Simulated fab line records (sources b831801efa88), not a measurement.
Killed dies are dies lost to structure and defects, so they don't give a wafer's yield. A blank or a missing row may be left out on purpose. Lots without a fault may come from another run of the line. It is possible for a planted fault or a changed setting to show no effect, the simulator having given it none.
Which tool is to blame? -- flow sky130 -- 13 lots with 39 wafers sampled at 5 steps, on a route of 708 steps

WHAT THE GAUGES READ, wafer by wafer
No reading from a measuring or inspecting step in the record can be judged against a usual standard deviation.

WHICH TOOL RAN EACH LOT (tool, then ch and the chambers of the sampled wafers, then the start)
lot,SKY_RES_XHIGH_SOFTBAKE_03,SKY_CONTACT_CVD_24,SKY_METAL1_SPUTTER_04,SKY_METAL2_SPUTTER_03,SKY_PAD_OPEN_PROBE_99
L998,"litho track-03 ch 0, day 26 10:11","cvd w-02 ch 0,1, day 31 22:17","pvd sputter-04, day 31 22:58","pvd sputter-01, day 34 07:52",-
L999,"litho track-03 ch 0, day 27 00:50","cvd w-02 ch 0,1, day 32 12:19","pvd sputter-02, day 32 12:57","pvd sputter-01, day 34 21:35",-
L100,"litho track-03 ch 0, day 27 02:50","cvd w-02 ch 0,1, day 32 14:43","pvd sputter-02, day 32 15:22","pvd sputter-03, day 34 23:43",-
L101,"litho track-03 ch 0, day 27 03:48","cvd w-01 ch 0,1, day 32 15:49","pvd sputter-04, day 32 16:27","pvd sputter-01, day 35 01:20",-
L102,"litho track-02 ch 0, day 27 15:13","cvd w-01 ch 0,1, day 33 00:05","pvd sputter-03, day 33 00:44","pvd sputter-01, day 35 09:17",-
L106,"litho track-01 ch 0, day 29 09:17","cvd w-01 ch 0,1, day 34 17:14","pvd sputter-02, day 34 17:55","pvd sputter-01, day 37 01:19",-
L111,"litho track-01 ch 0, day 30 17:53","cvd w-01 ch 0,1, day 36 01:02","pvd sputter-03, day 36 01:43","pvd sputter-03, day 38 08:31","prober-01, day 49 02:28"
L113,"litho track-02 ch 0, day 31 09:23","cvd w-02 ch 0,1, day 36 18:11","pvd sputter-02, day 36 18:52","pvd sputter-03, day 39 01:34",-
L114,"litho track-01 ch 0, day 31 14:29","cvd w-02 ch 0,1, day 36 21:40","pvd sputter-03, day 36 22:22","pvd sputter-02, day 39 04:33",-
L115,"litho track-03 ch 0, day 31 22:59","cvd w-01 ch 0,1, day 37 05:28","pvd sputter-04, day 37 06:07","pvd sputter-02, day 39 13:25",-
L116,"litho track-03 ch 0, day 32 02:02","cvd w-01 ch 0, day 37 08:10","pvd sputter-02, day 37 08:50","pvd sputter-03, day 39 14:31",-
L118,"litho track-03 ch 0, day 32 21:41","cvd w-02 ch 0,1, day 38 01:31","pvd sputter-03, day 38 02:46","pvd sputter-02, day 40 07:40",-
L121,"litho track-03 ch 0, day 33 19:42","cvd w-02 ch 0, day 38 23:55","pvd sputter-03, day 39 00:40","pvd sputter-01, day 41 04:22",-
- SKY_RES_XHIGH_SOFTBAKE_03: time 60 s.
- SKY_CONTACT_CVD_24: deposits W, target thk 340 nm, time 102.12 s.
- SKY_METAL1_SPUTTER_04: material TiN, target thk 70 nm, time 58.3 s.
- SKY_METAL2_SPUTTER_03: material Ti, target thk 5 nm, time 3.3 s.
- SKY_PAD_OPEN_PROBE_99

AS READ BY THE TOOLS THEMSELVES (means over the sampled wafers that have a number; for cases with no such wafer, the mark the record gives instead)
SKY_RES_XHIGH_SOFTBAKE_03. Usual: chill plate temp C 23.01 C, standard deviation 0.11; heater power total W 56.59 W, standard deviation 0.045; resist line temp C 22.98 C, standard deviation 0.11; run length s 88.87 s, standard deviation 0.21.
lot,tool,chill plate temp C (C),heater power total W (W),resist line temp C (C),run length s (s),flag
L998,litho track-03,22.90,56.60,22.92,88.72,
L999,litho track-03,22.90,56.58,22.86,88.73,
L100,litho track-03,23.21,58.36,22.99,83.70,OFF
L101,litho track-03,23.19,58.33,23.03,83.59,OFF
L102,litho track-02,22.97,56.58,23.03,89.28,
L106,litho track-01,23.19,56.59,22.94,88.75,
L111,litho track-01,23.12,56.56,23.26,88.71,
L113,litho track-02,23.00,56.62,22.93,89.12,
L114,litho track-01,22.81,56.64,22.81,88.78,
L115,litho track-03,23.12,56.62,22.94,88.74,
L116,litho track-03,23.11,56.58,22.92,88.69,
L118,litho track-03,23.07,56.54,23.06,88.64,
L121,litho track-03,23.03,56.60,22.87,88.73,

SKY_CONTACT_CVD_24. Usual: heater power w at 913 W, with a standard deviation of 92.
lot,tool,heater power w (W),flag
L998,cvd w-02,944,
L999,cvd w-02,961,
L100,cvd w-02,959,
L101,cvd w-01,799,
L102,cvd w-01,874,
L106,cvd w-01,868,
L111,cvd w-01,824,
L113,cvd w-02,968,
L114,cvd w-02,947,
L115,cvd w-01,823,
L116,cvd w-01,928,
L118,cvd w-02,982,
L121,cvd w-02,1013,

SKY_METAL1_SPUTTER_04. Usual: throttle valve pct at 30.1 %, with a standard deviation of 1.2.
lot,tool,throttle valve pct (%),flag
L998,pvd sputter-04,29.0,
L999,pvd sputter-02,29.5,
L100,pvd sputter-02,30.2,
L101,pvd sputter-04,28.9,
L102,pvd sputter-03,30.7,
L106,pvd sputter-02,30.8,
L111,pvd sputter-03,31.1,
L113,pvd sputter-02,30.7,
L114,pvd sputter-03,30.4,
L115,pvd sputter-04,28.7,
L116,pvd sputter-02,30.1,
L118,pvd sputter-03,31.3,
L121,pvd sputter-03,30.9,

SKY_METAL2_SPUTTER_03. Usual: throttle valve pct at 30.2 %, with a standard deviation of 1.3.
lot,tool,throttle valve pct (%),flag
L998,pvd sputter-01,31.0,
L999,pvd sputter-01,29.7,
L100,pvd sputter-03,30.3,
L101,pvd sputter-01,31.4,
L102,pvd sputter-01,31.2,
L106,pvd sputter-01,29.8,
L111,pvd sputter-03,30.6,
L113,pvd sputter-03,29.0,
L114,pvd sputter-02,31.0,
L115,pvd sputter-02,30.8,
L116,pvd sputter-03,29.5,
L118,pvd sputter-02,29.8,
L121,pvd sputter-01,29.0,

SKY_PAD_OPEN_PROBE_99. Usual: killed_at_M0_to_M3 43, standard deviation 6.6; killed_at_M4_up 2.9, standard deviation 1.8; killed at contacts 25, standard deviation 5.3; killed at front end 15, standard deviation 4.1; killed at other 0.3, standard deviation 0.6; killed dies 86, standard deviation 8.8; killed open 47, standard deviation 6.7; killed short 39, standard deviation 6.2.
lot,tool,killed_at_M0_to_M3,killed_at_M4_up,killed at contacts,killed at front end,killed at other,killed dies,killed open,killed short,flag
L111,prober-01,42,5.3,24,14,1.3,87,46,40,

THE ANSWER, worked out from the rows above alone
Rule: take the mean of a lot's wafers that have a number; if it is more than 3 standard deviations from the usual mean, the lot is off. A lot without any number at a reading at which 4 lots or more have one is off too. Where the step has rows for the other lots, those lots are counted as sound. Order of review: gauges by route order, followed by the tools' own readings, for which a lot's mean as printed above is used. The first step at which some lot is off is used, and at that step the reading that is off furthest; a lot without a number counts as furthest.
Off: L100, L101 (SKY_RES_XHIGH_SOFTBAKE_03, heater power total W).
If a tool, at that step or one of the process steps before it, ran each lot that is off and ran no sound lot following the first of them, it fits. Of those tried, none fits.

WHAT HAD BEEN PUT IN BY THE SIMULATOR
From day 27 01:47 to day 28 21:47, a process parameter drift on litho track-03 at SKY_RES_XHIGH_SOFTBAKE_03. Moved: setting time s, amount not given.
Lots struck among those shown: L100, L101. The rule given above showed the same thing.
